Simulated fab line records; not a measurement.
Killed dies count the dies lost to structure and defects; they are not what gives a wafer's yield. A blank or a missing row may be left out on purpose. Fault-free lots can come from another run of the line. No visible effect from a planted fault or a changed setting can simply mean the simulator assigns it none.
Chamber matching -- flow gf180mcu -- GF_CONTACT_CVD_02 on pecvd-02: 3 sister chambers
The step deposits SiO2 from TEOS, target thk 860 nm, time 95.992 s. 3 wafers are shown with their chamber, then 12 later ones without.

## WAFERS, EACH WITH ITS CHAMBER
wafer,chamber,heater_power_w (W)
L089.2,2,534
L089.3,1,730
L089.4,0,761

## WAFERS MISSING THEIR CHAMBER
wafer,heater_power_w (W)
L091.1,548
L091.2,784
L091.3,746
L091.4,826
L091.5,570
L091.6,793
L092.1,578
L092.2,765
L092.5,855
L093.2,832
L093.5,846
L093.6,667

## THE CHAMBER EACH PASSED THROUGH
wafer,from the rows above,in truth
L091.1,2,2
L091.2,can't be placed: 0 or 1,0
L091.3,can't be placed: 0 or 1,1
L091.4,can't be placed: 0 or 1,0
L091.5,2,2
L091.6,can't be placed: 0 or 1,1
L092.1,2,2
L092.2,can't be placed: 0 or 1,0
L092.5,can't be placed: 0 or 1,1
L093.2,can't be placed: 0 or 1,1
L093.5,can't be placed: 0 or 1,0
L093.6,can't be placed: 1 or 0 or 2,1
Correct placement for 3 of the 12. From these rows, 9 cannot be placed; in 9 the true chamber is one of the candidates. Number placed wrongly: 0.
How it was worked out, from the rows above alone: a wafer's distance from a chamber is the root of the sum, over the readings, of the square of ((its reading less the chamber's mean) divided by the reading's scatter). If the next closest chamber is less than 2 further off than the closest, the wafer can't be placed; otherwise it belongs to the closest. For every chamber, the mean is computed from those of its wafers that are shown. The scatter: root of mean squared gap, hidden wafer to nearest shown wafer, with one shown wafer a chamber.
